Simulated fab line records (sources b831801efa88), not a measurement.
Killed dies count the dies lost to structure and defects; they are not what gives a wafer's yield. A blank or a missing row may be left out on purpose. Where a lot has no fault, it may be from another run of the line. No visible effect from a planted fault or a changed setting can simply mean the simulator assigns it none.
fab line records | flow sky130
[record] lots = 14 | wafers = 42 | last_day = 50
route steps=708 shown VT_ADJUST_HVTP@96 VT_ADJUST_HVTR@140 POLY_CUT@317 SD_P@328
lots with no fault: from the same line, run without faults
start_h: hours from the record's opening day to when the first of the lot's shown wafers began | wait_h: hours from the lot's prior step to this one | " identical to the entry in the row above | L1.1+2: several wafers, shown together as one row | - either no value or no given start | * or withheld: withheld | < > ~ a bound
route shown NAME@n: names a module that has steps shown in the file, with the first one's number in the route | usual: mean/standard deviation taken from wafers without a fault | same: alike in all rows | chamber/n: place in a boat | sites: readings site by site | _std_site: how widely they spread, as a standard deviation | _edge_site: inner sites' mean taken away from outer sites' mean | radius_mm: for every site, how far away it sits from the centre of the wafer | mask NAME#n: copy n | behind: tool/chamber where the wafer was last shaped | hold: why the lot was held/for how many hours/how that ended | device: transistor that didn't switch, given as n, p or np | end of line: the same wafers' tests at the end of the route | step lacking rows: just its recipe | killed: the dies lost at the first sort to structure and to defects; this is not the yield of the wafer | map: a wafer's dies, marking killed ones x, the rest . and places with no die _
set.NAME: setting as actually run; set.NAME@STEP: the setting as run at that earlier step | model.NAME: the simulator's own value behind a step, which no gauge read
a sample of lots followed through the steps of the route, with each step as a table and each wafer as a row
services: from which hour (start_h, from the record's first day; less than 0 if before it) a tool's chamber was out of use, for how many hours, and why
[[steps]]
[step SKY_VT_ADJUST_HVTP_TW_MEAS_11]
[usual] VT_ADJUST_HVTP_TW = 1349/10
lot.wafer | tool          | chamber | start_h | wait_h | VT_ADJUST_HVTP_TW
L395.1    | film_metro-02 | -       | 130.86  | 0.1    | 1365
L395.2    | "             | -       | "       | "      | 1363
L395.6    | "             | -       | "       | "      | 1354
L398.1    | film_metro-03 | -       | 144.11  | 0.1    | 1339
L398.3    | "             | -       | "       | "      | 1343
L398.5    | "             | -       | "       | "      | 1353
L399.1    | film_metro-01 | -       | 154.78  | 0.1    | 1342
L399.2    | "             | -       | "       | "      | 1337
L399.3    | "             | -       | "       | "      | 1342
L400.1    | film_metro-01 | -       | 159.58  | 0.1    | 1339
L400.4    | "             | -       | "       | "      | 1344
L400.6    | "             | -       | "       | "      | 1342
L401.2    | film_metro-02 | -       | 166.09  | 0.1    | 1359
L401.4    | "             | -       | "       | "      | 1361
L401.5    | "             | -       | "       | "      | 1359
L403.2    | film_metro-03 | -       | 177.12  | 0.1    | 1338
L403.3    | "             | -       | "       | "      | 1340
L403.4    | "             | -       | "       | "      | 1345
L404.1    | film_metro-02 | -       | 185.78  | 0.1    | 1371
L404.4    | "             | -       | "       | "      | 1355
L404.6    | "             | -       | "       | "      | 1352
L411.2    | film_metro-02 | -       | 227.34  | 0.1    | 1352
L411.3    | "             | -       | "       | "      | 1356
L411.6    | "             | -       | "       | "      | 1361
L412.1    | film_metro-02 | -       | 236.83  | 0.1    | 1351
L412.2    | "             | -       | "       | "      | 1366
L412.6    | "             | -       | "       | "      | 1358
L413.1    | film_metro-03 | -       | 239.93  | 0.1    | 1351
L413.4    | "             | -       | "       | "      | 1342
L413.5    | "             | -       | "       | "      | 1342
L414.1    | film_metro-02 | -       | 243.93  | 0.1    | 1360
L414.3    | "             | -       | "       | "      | 1369
L414.6    | "             | -       | "       | "      | 1370
L415.1    | film_metro-02 | -       | 248.98  | 0.1    | 1371
L415.5    | "             | -       | "       | "      | 1365
L415.6    | "             | -       | "       | "      | 1366
L416.2    | film_metro-03 | -       | 255.39  | 0.1    | 1332
L416.4    | "             | -       | "       | "      | 1340
L416.6    | "             | -       | "       | "      | 1346
L417.3    | film_metro-01 | -       | 282.88  | 0.1    | 1355
L417.4    | "             | -       | "       | "      | 1351
L417.5    | "             | -       | "       | "      | 1346
[step SKY_VT_ADJUST_HVTR_IMPLANT_09]
[recipe] species = B | energy_kev = 10 | dose_cm2 = 2.149e+12 | tilt_deg = withheld
[usual] beam_energy_keV = 10.000/0.0029 | beam_on_s = 9.98/0.2
lot.wafer | tool         | chamber | start_h | wait_h | beam_energy_keV | beam_on_s
L395.1    | implanter-04 | 0       | 209.58  | 0.0    | 9.9963          | 9.73
L395.2    | "            | 0       | "       | "      | 10.001          | 10.37
L395.6    | "            | 0       | "       | "      | 9.9994          | 9.91
L398.1    | implanter-03 | 0       | 225.03  | 0.0    | 10.006          | 10.05
L398.3    | "            | 0       | "       | "      | 10.003          | 9.90
L398.5    | "            | 0       | "       | "      | 10.004          | 10.01
L399.1    | implanter-04 | 0       | 237.12  | 0.0    | 10.0000         | 10.39
L399.2    | "            | 0       | "       | "      | 10.000          | 9.99
L399.3    | "            | 0       | "       | "      | 9.9979          | 10.04
L400.1    | implanter-03 | 0       | 242.16  | 0.0    | 10.002          | 9.62
L400.4    | "            | 0       | "       | "      | 10.001          | 10.04
L400.6    | "            | 0       | "       | "      | 10.000          | 10.05
L401.2    | implanter-02 | 0       | 249.29  | 0.0    | 9.9996          | 9.85
L401.4    | "            | 0       | "       | "      | 9.9957          | 10.20
L401.5    | "            | 0       | "       | "      | 9.9951          | 10.19
L403.2    | implanter-03 | 0       | 261.31  | 0.0    | 9.9990          | 10.21
L403.3    | "            | 0       | "       | "      | 10.005          | 10.14
L403.4    | "            | 0       | "       | "      | 10.002          | 10.08
L404.1    | implanter-03 | 0       | 272.77  | 0.0    | 10.001          | 10.08
L404.4    | "            | 0       | "       | "      | 10.004          | 10.18
L404.6    | "            | 0       | "       | "      | 10.002          | 10.12
L411.2    | implanter-03 | 0       | 322.19  | 0.0    | 10.001          | 10.20
L411.3    | "            | 0       | "       | "      | 10.002          | 10.03
L411.6    | "            | 0       | "       | "      | 10.001          | 10.09
L412.1    | implanter-02 | -       | 330.92  | 0.0    | -               | -
L412.2    | "            | -       | "       | "      | -               | -
L412.6    | "            | -       | "       | "      | -               | -
L413.1    | implanter-03 | -       | 337.26  | 0.0    | -               | -
L413.4    | "            | -       | "       | "      | -               | -
L413.5    | "            | -       | "       | "      | -               | -
L414.1    | implanter-02 | 0       | 342.22  | 0.0    | 9.9967          | 9.98
L414.3    | "            | 0       | "       | "      | 9.9990          | 10.18
L414.6    | "            | 0       | "       | "      | 9.9951          | 10.29
L415.1    | implanter-02 | 0       | 347.77  | 0.0    | 9.9999          | 10.15
L415.5    | "            | 0       | "       | "      | 9.9969          | 9.71
L415.6    | "            | 0       | "       | "      | 10.004          | 10.29
L416.2    | implanter-03 | 0       | 355.79  | 0.0    | 9.9977          | 9.98
L416.4    | "            | 0       | "       | "      | 10.006          | 10.15
L416.6    | "            | 0       | "       | "      | 9.9988          | 9.76
L417.3    | implanter-03 | 0       | 388.40  | 0.5    | 9.9981          | 10.11
L417.4    | "            | 0       | "       | "      | 10.001          | 9.92
L417.5    | "            | 0       | "       | "      | 10.001          | 9.92
[step SKY_VT_ADJUST_HVTR_TW_MEAS_11]
[usual] VT_ADJUST_HVTR_TW = 212.2/1.5
lot.wafer | tool          | chamber | start_h | wait_h | VT_ADJUST_HVTR_TW
L395.1    | film_metro-01 | -       | 209.83  | 0.1    | 211.0
L395.2    | "             | -       | "       | "      | 210.2
L395.6    | "             | -       | "       | "      | 211.1
L398.1    | film_metro-02 | -       | 225.28  | 0.1    | 213.2
L398.3    | "             | -       | "       | "      | 211.7
L398.5    | "             | -       | "       | "      | 211.8
L399.1    | film_metro-02 | -       | 237.37  | 0.1    | 213.1
L399.2    | "             | -       | "       | "      | 212.3
L399.3    | "             | -       | "       | "      | 212.5
L400.1    | film_metro-02 | -       | 242.41  | 0.1    | 214.0
L400.4    | "             | -       | "       | "      | 213.4
L400.6    | "             | -       | "       | "      | 214.1
L401.2    | film_metro-02 | -       | 249.52  | 0.1    | 213.3
L401.4    | "             | -       | "       | "      | 213.9
L401.5    | "             | -       | "       | "      | 213.8
L403.2    | film_metro-04 | -       | 261.54  | 0.1    | 211.9
L403.3    | "             | -       | "       | "      | 212.2
L403.4    | "             | -       | "       | "      | 211.8
L404.1    | film_metro-04 | -       | 273.02  | 0.1    | 212.2
L404.4    | "             | -       | "       | "      | 214.4
L404.6    | "             | -       | "       | "      | 214.9
L411.2    | film_metro-02 | -       | 322.42  | 0.1    | 213.2
L411.3    | "             | -       | "       | "      | 214.1
L411.6    | "             | -       | "       | "      | 214.8
L412.1    | film_metro-01 | -       | 331.17  | 0.1    | 29.7
L412.2    | "             | -       | "       | "      | 29.7
L412.6    | "             | -       | "       | "      | 29.8
L413.1    | film_metro-01 | -       | 337.51  | 0.1    | 29.4
L413.4    | "             | -       | "       | "      | 29.7
L413.5    | "             | -       | "       | "      | 29.7
L414.1    | film_metro-02 | -       | 342.47  | 0.1    | 214.4
L414.3    | "             | -       | "       | "      | 213.5
L414.6    | "             | -       | "       | "      | 213.8
L415.1    | film_metro-01 | -       | 348.02  | 0.1    | 210.4
L415.5    | "             | -       | "       | "      | 209.8
L415.6    | "             | -       | "       | "      | 210.3
L416.2    | film_metro-02 | -       | 356.03  | 0.1    | 213.1
L416.4    | "             | -       | "       | "      | 214.3
L416.6    | "             | -       | "       | "      | 214.5
L417.3    | film_metro-02 | -       | 388.62  | 0.1    | 213.0
L417.4    | "             | -       | "       | "      | 213.5
L417.5    | "             | -       | "       | "      | 213.7
[step SKY_POLY_CUT_ETCH_10]
[recipe] chemistry = N2/H2 | target = BARC | ion_energy_ev = 200 | source_w = 500 | bias_w = 100 | pressure_mtorr = 30 | n2_flow_sccm = 100 | h2_flow_sccm = 200 | stop_on = SiO2 | time_s = 45.9 | target_depth_a = 600
[usual] drypump_motor_current_A = 5.7/0.48 | oes_product_au = 0.854/0.0048 | throttle_valve_pct = 13.226/0.0087
lot.wafer | tool        | chamber | start_h | wait_h | drypump_motor_current_A | oes_product_au | rf_hours_counter_h | throttle_valve_pct
L395.1    | rie_diel-04 | 1       | 567.73  | 0.0    | 4.9                     | 0.851          | 17                 | 13.237
L395.2    | "           | 2       | "       | "      | 6.4                     | 0.855          | 7                  | 13.231
L395.6    | "           | 1       | "       | "      | 4.9                     | 0.852          | -                  | 13.240
L398.1    | rie_diel-04 | 2       | 575.56  | 0.0    | 6.4                     | 0.847          | 7                  | 13.220
L398.3    | "           | 1       | "       | "      | 4.9                     | 0.856          | 17                 | 13.232
L398.5    | "           | 1       | "       | "      | 4.9                     | 0.851          | -                  | 13.218
L399.1    | rie_diel-02 | 3       | 590.83  | 0.0    | 5.1                     | 0.849          | 28                 | 13.226
L399.2    | "           | 0       | "       | "      | 5.8                     | 0.859          | 24                 | 13.237
L399.3    | "           | 2       | "       | "      | 5.5                     | 0.859          | 1                  | 13.218
L400.1    | rie_diel-01 | 1       | 600.42  | 0.0    | 5.7                     | 0.850          | 10                 | 13.227
L400.4    | "           | 0       | "       | "      | 6.2                     | 0.855          | -                  | 13.236
L400.6    | "           | 0       | "       | "      | 6.3                     | 0.858          | -                  | 13.226
L401.2    | rie_diel-02 | 1       | 624.07  | 0.0    | 5.9                     | 0.859          | 3                  | 13.227
L401.4    | "           | 0       | "       | "      | 5.8                     | 0.851          | 25                 | 13.220
L401.5    | "           | 1       | "       | "      | 5.9                     | 0.858          | -                  | 13.225
L403.2    | rie_diel-02 | 1       | 627.61  | 0.0    | 6.0                     | 0.845          | 3                  | 13.228
L403.3    | "           | 2       | "       | "      | 5.5                     | 0.855          | 2                  | 13.211
L403.4    | "           | 0       | "       | "      | 5.8                     | 0.852          | 25                 | 13.218
L404.1    | rie_diel-01 | 0       | 635.68  | 0.0    | 6.3                     | 0.858          | 9                  | 13.199
L404.4    | "           | 0       | "       | "      | 6.2                     | 0.838          | -                  | 13.234
L404.6    | "           | 1       | "       | "      | 5.7                     | 0.858          | -                  | 13.230
L411.2    | rie_diel-01 | 3       | 698.78  | 0.0    | 6.0                     | 0.857          | 18                 | 13.220
L411.3    | "           | 0       | "       | "      | 6.2                     | 0.854          | 11                 | 13.229
L411.6    | "           | 2       | "       | "      | 6.1                     | 0.849          | -                  | 13.238
L414.1    | rie_diel-02 | 2       | 715.07  | 0.0    | 5.5                     | 0.854          | 4                  | 13.228
L414.3    | "           | 3       | "       | "      | 5.2                     | 0.859          | 31                 | 13.252
L414.6    | "           | 2       | "       | "      | 5.5                     | 0.857          | -                  | 13.224
L415.1    | rie_diel-04 | 3       | 725.46  | 0.0    | 5.0                     | 0.855          | 7                  | 13.227
L415.5    | "           | 0       | "       | "      | 6.4                     | 0.857          | -                  | 13.224
L415.6    | "           | 1       | "       | "      | 4.9                     | 0.861          | -                  | 13.223
L416.2    | rie_diel-02 | 0       | 735.43  | 0.0    | 5.8                     | 0.855          | 28                 | 13.234
L416.4    | "           | 1       | "       | "      | 5.9                     | 0.863          | 6                  | 13.228
L416.6    | "           | 2       | "       | "      | 5.5                     | 0.853          | -                  | 13.219
L417.3    | rie_diel-04 | 1       | 752.03  | 0.0    | 4.9                     | 0.854          | 20                 | 13.220
L417.4    | "           | 2       | "       | "      | 6.4                     | 0.853          | 10                 | 13.210
L417.5    | "           | 1       | "       | "      | 4.9                     | 0.849          | -                  | 13.231
[step SKY_SD_P_OVL_MEAS_08]
[usual] SD_P_OVL = -0.9/1
lot.wafer | tool       | chamber | start_h | wait_h | SD_P_OVL[nm]
L395.1    | overlay-01 | -       | 597.64  | 0.1    | 0.0
L395.2    | "          | -       | "       | "      | 0.2
L395.6    | "          | -       | "       | "      | 0.9
L398.1    | overlay-01 | -       | 604.19  | 0.1    | -1.7
L398.3    | "          | -       | "       | "      | -1.9
L398.5    | "          | -       | "       | "      | -1.2
L399.1    | overlay-01 | -       | 620.24  | 0.1    | -0.7
L399.2    | "          | -       | "       | "      | 0.5
L399.3    | "          | -       | "       | "      | 0.3
L400.1    | overlay-02 | -       | 629.74  | 0.1    | 0.4
L400.4    | "          | -       | "       | "      | 0.3
L400.6    | "          | -       | "       | "      | -0.1
L401.2    | overlay-01 | -       | 651.93  | 0.1    | 0.4
L401.4    | "          | -       | "       | "      | -0.1
L401.5    | "          | -       | "       | "      | 0.8
L403.2    | overlay-01 | -       | 655.43  | 0.1    | 0.3
L403.3    | "          | -       | "       | "      | -0.5
L403.4    | "          | -       | "       | "      | -0.7
L404.1    | overlay-02 | -       | 664.69  | 0.1    | -2.9
L404.4    | "          | -       | "       | "      | -1.2
L404.6    | "          | -       | "       | "      | -0.6
L411.2    | overlay-01 | -       | 726.98  | 0.1    | -1.5
L411.3    | "          | -       | "       | "      | -1.1
L411.6    | "          | -       | "       | "      | -1.2
L414.1    | overlay-02 | -       | 742.59  | 0.1    | -1.3
L414.3    | "          | -       | "       | "      | -0.9
L414.6    | "          | -       | "       | "      | -0.9
L415.1    | overlay-01 | -       | 754.34  | 0.1    | -0.5
L415.5    | "          | -       | "       | "      | -0.1
L415.6    | "          | -       | "       | "      | 0.4
L416.2    | overlay-01 | -       | 762.50  | 0.1    | -1.1
L416.4    | "          | -       | "       | "      | -1.2
L416.6    | "          | -       | "       | "      | 1.5
L417.3    | overlay-01 | -       | 778.64  | 0.1    | -0.9
L417.4    | "          | -       | "       | "      | -1.0
L417.5    | "          | -       | "       | "      | -0.5
[[services]]
tool         | chamber | start_h | hours | kind
implanter-03 | -       | 202.02  | 2.9   | repair
rie_diel-02  | 0       | 219.76  | 3.0   | repair
implanter-02 | -       | 244.37  | 4.0   | repair
implanter-03 | -       | 244.53  | 11.1  | pm
implanter-02 | -       | 245.21  | 1.7   | repair
rie_diel-04  | 2       | 251.28  | 19.4  | repair
implanter-02 | -       | 267.84  | 4.0   | pm
implanter-03 | -       | 295.72  | 2.9   | repair
rie_diel-02  | 3       | 313.52  | 20.9  | repair
rie_diel-02  | 0       | 315.48  | 2.3   | repair
implanter-03 | -       | 483.84  | 5.1   | repair
rie_diel-02  | -       | 490.96  | 5.4   | repair
implanter-03 | -       | 512.58  | 1.5   | repair
rie_diel-02  | 2       | 514.20  | 4.4   | repair
rie_diel-02  | -       | 517.69  | 0.1   | repair
rie_diel-02  | 0       | 556.79  | 5.8   | repair
rie_diel-02  | 1       | 557.59  | 16.3  | repair
rie_diel-02  | 0       | 625.62  | 1.6   | repair
implanter-03 | -       | 634.35  | 4.5   | pm
rie_diel-02  | 2       | 635.49  | 16.2  | repair
rie_diel-02  | -       | 675.24  | 2.8   | pm
rie_diel-02  | -       | 700.35  | 0.1   | repair
implanter-03 | -       | 703.68  | 1.4   | repair
rie_diel-02  | -       | 727.87  | 0.5   | repair
[[key]]
[first_sign] step = SKY_VT_ADJUST_HVTR_IMPLANT_09 | reading = tool_record | direction = missing
[effect] step = SKY_VT_ADJUST_HVTR_TW_MEAS_11 | reading = VT_ADJUST_HVTR_TW | direction = down | sigmas = 99+ | usual = 212.2 | struck = 29.7
met_at SKY_VT_ADJUST_HVTR_IMPLANT_09
struck_lots L412,L413
later_rows_left_out L412.1,L412.2,L412.6,L413.1,L413.4,L413.5
sort_left_out L412.1,L412.2,L412.6,L413.1,L413.4,L413.5
tester_left_out L412,L413
not_acting_at SKY_VT_ADJUST_HVTP_TW_MEAS_11,SKY_POLY_CUT_ETCH_10,SKY_SD_P_OVL_MEAS_08
onset_between 322.19 330.92
[fault] kind = skipped_step_whole | tool = implanter-02,implanter-03 | chamber = - | onset_h = 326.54 | steps = SKY_VT_ADJUST_HVTR_IMPLANT_09 | scope = struck_lots_only
// tester_left_out: of these lots the tester's yield and bins aren't shown, on N5 and GAA mostly nor the transistor test; their killed dies are dies lost to structure and defects alone, not to doping, threshold or leakage, so they don't give the yield
// sort_left_out: the simulated sort isn't trusted on such a fault, so these wafers' sort isn't shown, and their yield isn't known
// later_rows_left_out: the simulator's readings of these wafers behind a module that went badly wrong aren't trusted and aren't shown, but for the sort
